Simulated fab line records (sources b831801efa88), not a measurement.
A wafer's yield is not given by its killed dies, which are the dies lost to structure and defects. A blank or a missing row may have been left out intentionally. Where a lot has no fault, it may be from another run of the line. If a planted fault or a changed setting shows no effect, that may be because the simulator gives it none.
Problem report in the 8D (eight disciplines) form, filled by code ; flow gf180mcu ; the parts of the form that need people (team, actions taken, sign-off) are left out

## 1. WHAT WENT WRONG
VT_IMPLANT_TW at GF_VT_IMPLANT_TW_MEAS_10 reads a mean of 590 on 9 wafers of 3 lots; wafers without a fault read 566 with a standard deviation of 3.2. Measured from the usual mean, that is +7.6 standard deviations.
Earliest sighting: wafer L122.1 on film_metro-01 at day 7 00:34. At this step, 36 wafers from 12 lots have a number in the record. Rule for "out" (also "out of limits"): further than 4 standard deviations from the usual mean. The other wafers with a number count as sound.

## 2. WHAT IT IS, AND WHAT IT ISN'T
question;is;is not
which readings at this step;VT_IMPLANT_TW;-
which lots;L122, L123, L124;L116, L119, L125, L132, L133, L135, L136, L137, L138
which wafers of those lots;all that have a number;-
read on which gauges;film_metro-01, film_metro-03;film_metro-04
when;from day 7 00:34;"up to then (6 sound wafers); but 21 sound wafers of L125, L132, L133, L135, L136, L137, L138 came after"

## 3. SUSPECTS, AND WHAT RULES EACH OUT
Counting: a tool stays on the suspect list if, at a process step up to the reading, it processed all lots that are out and no sound lot following the first of them.
- ruled out: the gauge at GF_VT_IMPLANT_TW_MEAS_10. 2 gauges (film_metro-01, film_metro-03) read the wafers that are out.
- implanter-03 at GF_VT_IMPLANT_IMPLANT_08: ruled out as a lasting fault. Sound lots L132, L133, L135, L137 ran on it after its first lot that is out, L122 (day 7 00:19).
Left after counting: nothing in the record.

## 4. THE CAUSE (what the simulator had put in)
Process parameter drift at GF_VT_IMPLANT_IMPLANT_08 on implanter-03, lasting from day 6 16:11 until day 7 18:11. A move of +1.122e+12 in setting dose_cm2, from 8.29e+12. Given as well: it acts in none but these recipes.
It was ruled out by counting, in error; the rule expects a fault to strike all lots run on its tool from its start on, and this fault did not.

## 5. THE CHAIN OF EFFECTS, in route order
Rows list readings where the struck wafers' mean (over those with a number) sits beyond 3 standard deviations from the usual. Only readings for which the record gives a usual standard deviation are gone through. hours: the time from each lot's start at the first step in this table that gives one to its start at this step, as a median over the lots. sigmas: the change in usual standard deviations.
hours;step;reading;usual;on struck wafers;change;sigmas
0;GF_VT_IMPLANT_IMPLANT_08;dose_ions_cm2;8.289e+12;9.413e+12;+1.124e+12;+99 or more
0;GF_VT_IMPLANT_IMPLANT_08;faraday_current_uA;46.9;52.9;+6.0;+5.5
0;GF_VT_IMPLANT_TW_MEAS_10;VT_IMPLANT_TW;566;590;+24;+7.6
Its process steps:
- GF_VT_IMPLANT_IMPLANT_08

## 6. WHAT WOULD HAVE CAUGHT IT SOONER
8 hours passed between the start of the fault at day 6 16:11 and the first reading out of limits at a measuring or inspecting step in this record, taken at day 7 00:34.
The tool's own readings at GF_VT_IMPLANT_IMPLANT_08 were out on every struck wafer that the step has a row for (dose_ions_cm2): an alarm limit on them would have fired on the first of those.
